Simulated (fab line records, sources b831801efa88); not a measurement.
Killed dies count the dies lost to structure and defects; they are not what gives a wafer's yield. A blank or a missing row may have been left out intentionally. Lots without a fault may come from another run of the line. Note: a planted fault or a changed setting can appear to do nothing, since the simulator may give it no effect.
Problem report in the 8D (eight disciplines) form, filled by code / flow sky130 / the parts of the form that need people (team, actions taken, sign-off) are left out

## 1. WHAT IS WRONG
Mean of strip time to endpoint s at SKY_NWELL_STRIP_25: 29.93 s across 6 wafers in 2 lots; on wafers with no fault it is 36.89 s (standard deviation 0.11). That is -63 standard deviations from the usual mean.
The step: strips in O2/N2.
First seen on wafer L982.1, day 9 03:10, on plasma asher-04. The record holds 36 wafers of 12 lots with a number at this step. Rule for "out", or "out of limits": more than 4 standard deviations from the usual mean. The other wafers with a number count as sound.

## 2. WHAT THIS IS AND IS NOT
question=which readings at this step | is=strip time to endpoint s | is not=drypump motor current A
question=which lots | is=L982, L986 | is not=L969, L972, L974, L975, L976, L980, L981, L987, L991, L992
question=which wafers of those lots | is=all that have a number | is not=-
question=read on which tools | is=plasma asher-03, plasma asher-04 | is not=plasma asher-02
question=when | is=from day 9 03:10 | is not=up to then (21 sound wafers); but 9 sound wafers of L987, L991, L992 came after

## 3. SUSPECTS, AND WHAT RULES EACH OUT
Counting: a tool at any process step up to the reading remains a suspect when it ran all the lots that are out and ran no sound lot after the first of those.
- litho track-02 at SKY_NWELL_COAT_18 (resist thk 3000 nm): kept. All lots that are out passed through it, beginning with L982 at day 8 17:13, and no sound lot followed; its final sound lot before that point was L981 at day 8 13:22.
Left after counting: litho track-02 at SKY_NWELL_COAT_18.

## 4. THE CAUSE (what the simulator had put in)
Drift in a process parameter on litho track-02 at SKY_NWELL_COAT_18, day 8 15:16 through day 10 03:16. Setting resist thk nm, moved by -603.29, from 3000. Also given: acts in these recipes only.
Only this tool survived the counting.

## 5. SEQUENCE OF EFFECTS, ordered by route
One row per reading whose mean, taken over the struck wafers that have a number, lies over 3 standard deviations from the usual. Readings are gone through only where the record gives a usual standard deviation; hours: the median, over the lots, of the time from a lot's start at the first step in this table giving one to that lot's start at this step; sigmas: the change measured in usual standard deviations.
hours=0; step=SKY_NWELL_STRIP_25; reading=strip time to endpoint s; usual=36.89 s; on struck wafers=29.93; change=-6.96; sigmas=-63
Here are the process steps it includes:
- SKY_NWELL_STRIP_25: strips in O2/N2.
At these later measuring or inspecting steps, every struck wafer for which the step has a row has a number for every such reading, and none has moved that far: SKY_GATE_OXIDE_THK_MEAS_02, SKY_POLY_GATE_THK_MEAS_21.

## 6. HOW IT WOULD HAVE BEEN CAUGHT EARLIER
The fault began at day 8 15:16; the first out-of-limits reading in this record came at day 9 03:10, 12 hours later.
An alarm limit of 4 standard deviations would not have fired on the tool readings at SKY_NWELL_COAT_18 for which the record gives a usual standard deviation, since none of them was out on any struck wafer.
Of the lots that are out (2), L986 began SKY_NWELL_COAT_18 on litho track-02 after day 9 03:10. A hold on the tool at that time would have spared it.
